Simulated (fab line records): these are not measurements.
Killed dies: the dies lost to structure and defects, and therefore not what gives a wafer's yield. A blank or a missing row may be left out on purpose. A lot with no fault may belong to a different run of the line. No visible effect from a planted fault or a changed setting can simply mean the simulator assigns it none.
Struck lot and sound lot, side by side | flow gf180mcu | 18 out of 602 route steps
Sound: these wafers, L897.2, L897.4, L897.6. Struck: wafers L904.1, L904.4. (L904.3 of the same lot was not struck and is left out.) The cause comes at the end.
For every step that has rows: the tool of each side, followed by ch and its chambers, followed by its first start. Under that, the readings that differ: sound wafers | struck wafers | difference of the means | sigmas: that difference in standard deviations of wafers without a fault.
alike: a reading whose means differ by less than 2 such deviations, as well as words and numbers matching on both sides. not compared: withheld readings; readings where some wafer has no value; bounds like >300 that might hide an equal value; numbers whose values overlap and for which the record gives no deviation.
A row with sigmas, a row that says differs or no value, or rows on one side alone: a step with any of these is where the two part. Numbers that don't overlap but have no deviation are shown without sigmas and don't part them. A reading missing from all wafers of one side parts the sides only when that side holds two or more wafers.

first, 2 steps without rows for these wafers: GF_CONTACT_PEB_12 (peb time 90 s); GF_CONTACT_DEVELOP_13 (develop time 60 s).
GF_CONTACT_CD_MEAS_14 targets a cd of 220 nm.
  sound on cdSem-01 at day 16 06:59; struck on cdSem-01 at day 18 13:21
  alike: cdNm
GF_CONTACT_OVL_MEAS_15:
  sound on overlay-01 at day 16 07:05; struck on overlay-02 at day 18 13:28
  alike: CONTACT_OVL
GF_CONTACT_ETCH_16: etches BARC in N2/H2.
  sound on rieDiel-01 ch 0,2, day 16 07:07; struck on rieDiel-03 ch 1,3, day 18 13:30
  alike: drypumpMotorCurrentA, oesProductAu, throttleValvePct
GF_CONTACT_ETCH_17: etches SiO2 in C4F8/O2/Ar, stops on CoSi2, target depth 860 nm.
  sound: rieDiel-01 ch 0,2; struck: rieDiel-03 ch 1,3
  alike: oesProductAu
GF_CONTACT_STRIP_18: strips in O2/N2.
  sound on plasmaAsher-04 ch 0,1, day 16 07:17; struck on plasmaAsher-03 ch 0,1, day 18 13:40
  alike: drypumpMotorCurrentA, heaterPowerW, oesProductAu
  not compared: rfHoursCounterH
then, 3 steps without rows for these wafers: GF_CONTACT_CLEAN_19 (cleans in SPM); GF_CONTACT_CLEAN_20 (cleans in DIW); GF_CONTACT_CLEAN_21 (cleans in dHF, time 20 s).
GF_CONTACT_SPUTTER_22: material Ti, target thk 15 nm, time 80.02 s.
  sound on pvdSputter-02 at day 16 07:34; struck on pvdSputter-03 at day 18 13:59
  alike: throttleValvePct
then, 1 step without rows for these wafers: GF_CONTACT_SPUTTER_23 (material TiN, target thk 10 nm, time 40 s).
GF_CONTACT_CVD_24: deposits W, target thk 300 nm, time 90.339 s.
  sound on cvdW-01 ch 0,1, day 16 07:40; struck on cvdW-01 ch 0, day 18 14:05
reading                              | sound                | struck        | difference | sigmas
heaterPowerW (W)                     | 944 964 958          | 801 809       | -150       | -3
susceptorTempC (C)                   | 399.78 400.17 399.84 | 369.34 369.68 | -30.42     | -99 or more
model.W_of_CONTACT_CVD_24.thkNm (nm) | 300.1 295.6 297.4    | 169.1 170.7   | -127.8     | 
GF_CONTACT_RS_MEAS_25: measurement is done with a four-point probe.
  sound on filmMetro-01 at day 16 07:47; struck on filmMetro-04 at day 18 14:11
reading               | sound             | struck      | difference | sigmas
CONTACT_W_RS (ohm/sq) | 0.382 0.388 0.386 | 0.685 0.680 | +0.297     | +76
GF_CONTACT_THK_MEAS_26: measures by xrf.
  sound on filmMetro-01 at day 16 07:54; struck on filmMetro-04 at day 18 14:18
reading            | sound       | struck  | difference | sigmas
CONTACT_W_THK (nm) | 302 298 300 | 170 172 | -129       | -34
GF_CONTACT_CMP_27: polishes, stops on SiO2, t overpolish 15 s, target thk 0 nm.
  sound on cmp-01 ch 0,1, day 16 07:57; struck on cmp-01 ch 0,1, day 18 14:22
reading             | sound    | struck | difference | sigmas
timeToEndpointS (s) | 73 78 72 | 47 43  | -29        | -7
  alike: motorCurrentA
GF_M1_SPUTTER_00: material Ti, target thk 37.5 nm, time 150 s.
  sound on pvdSputter-04 at day 16 08:15; struck on pvdSputter-04 at day 18 14:40
  alike: throttleValvePct
GF_PASSIVATION_PROBE_99:
  rows exist in the record for the sound wafers here (prober-01, day 29 06:05), none for the struck ones

## WHERE THEY PART
Earliest at GF_CONTACT_CVD_24; latest, in this record, at GF_PASSIVATION_PROBE_99.

WHY: what the simulator had put in
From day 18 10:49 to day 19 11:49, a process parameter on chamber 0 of cvdW-01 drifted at GF_CONTACT_CVD_24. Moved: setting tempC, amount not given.
